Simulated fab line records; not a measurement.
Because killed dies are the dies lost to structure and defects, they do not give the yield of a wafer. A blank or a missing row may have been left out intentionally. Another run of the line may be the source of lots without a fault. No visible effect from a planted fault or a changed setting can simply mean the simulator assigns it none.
One fault through the eyes of 2 desks + flow gf180mcu + each desk holds nothing but its own numbers, with what lay behind them at the end

== FROM THE METROLOGY DESK ==
Lot by lot, what the gauges showed, no matter which tool ran the lot: averages of those sampled wafers that carry a number. The brackets show how far a lot's mean lies from the usual mean; more than 4 standard deviations puts the lot out of limits, marked OUT.
Columns: A = STI_OXIDATION_01_THK at GF_STI_THK_MEAS_22, usual 14.75 nm; B = SALICIDE_TIN_RS at GF_SALICIDE_RS_MEAS_04, usual 16.5 ohm/sq; C = V1_BOW at GF_V1_BOW_MEAS_05, usual 81 um
| lot  | first seen here | A     | B               | C  |
|------|-----------------|-------|-----------------|----|
| L427 | day 2 04:41     | 14.77 | 16.5            | 71 |
| L428 | day 2 09:48     | 14.62 | 16.8            | 72 |
| L429 | day 2 13:58     | 14.82 | 16.2            | 82 |
| L430 | day 2 20:19     | 14.72 | 16.4            | 89 |
| L431 | day 3 01:16     | 14.65 | 16.5            | 80 |
| L433 | day 3 10:46     | 14.80 | 16.3            | 85 |
| L434 | day 3 14:41     | 14.79 | 16.8            | 89 |
| L436 | day 4 01:38     | 15.01 | 16.6            | 82 |
| L442 | day 5 09:21     | 14.57 | 19.6 (+7.7) OUT | 70 |
| L443 | day 5 13:29     | 14.44 | 18.1            | 85 |
| L444 | day 5 19:07     | 14.47 | 17.7            | 71 |
| L448 | day 6 15:13     | 14.51 | 16.1            | 78 |
| L449 | day 6 20:07     | 14.64 | 15.9            | 74 |
This desk reports L442 out of limits; the earliest was L442 at day 20 15:37 (SALICIDE_TIN_RS at GF_SALICIDE_RS_MEAS_04). L427, L428, L429, L430, L431, L433, L434, L436, L443, L444, L448, L449: within limits.

== THE TOOL OWNER'S DESK: pvd_sputter-03 ==
The tool's own readings at GF_SALICIDE_SPUTTER_02 (material Co, target thk 10 nm, time 20 s): means of the sampled wafers that have a number, for each lot that ran on this tool. The brackets show how far a lot's mean lies from the usual mean; more than 4 standard deviations puts the lot out of limits, marked OUT.
Columns: A = throttle_valve_pct at GF_SALICIDE_SPUTTER_02, usual 30.2 %
| lot  | first seen here | A    |
|------|-----------------|------|
| L427 | day 15 04:00    | 30.1 |
| L428 | day 15 11:39    | 29.8 |
| L430 | day 16 02:45    | 30.2 |
| L431 | day 16 15:09    | 30.5 |
| L433 | day 17 07:10    | 30.6 |
| L434 | day 17 15:42    | 30.0 |
| L436 | day 18 13:06    | 30.7 |
| L442 | day 20 15:33    | 29.9 |
| L443 | day 20 19:13    | 30.5 |
| L444 | day 21 10:55    | 30.6 |
Finding of this desk: none of the 10 lots has anything out of limits.

== TAKEN TOGETHER ==
At day 20 15:37 the metrology desk could have sounded an alarm, on L442.
Nothing out of limits was seen by the tool owner's desk.
Tool owner's desk: L442 on record, inside its limits.
GF_SALICIDE_SPUTTER_02 was run on pvd_sputter-03 by each of the lots named.

== WHAT THE SIMULATOR HAD PUT IN ==
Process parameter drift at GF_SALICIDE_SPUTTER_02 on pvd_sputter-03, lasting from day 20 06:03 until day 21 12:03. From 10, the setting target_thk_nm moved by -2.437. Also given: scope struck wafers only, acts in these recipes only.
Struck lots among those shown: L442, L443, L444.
Per desk, hours elapsed from the start of the fault to the first reading out of limits: for the metrology desk, 10.
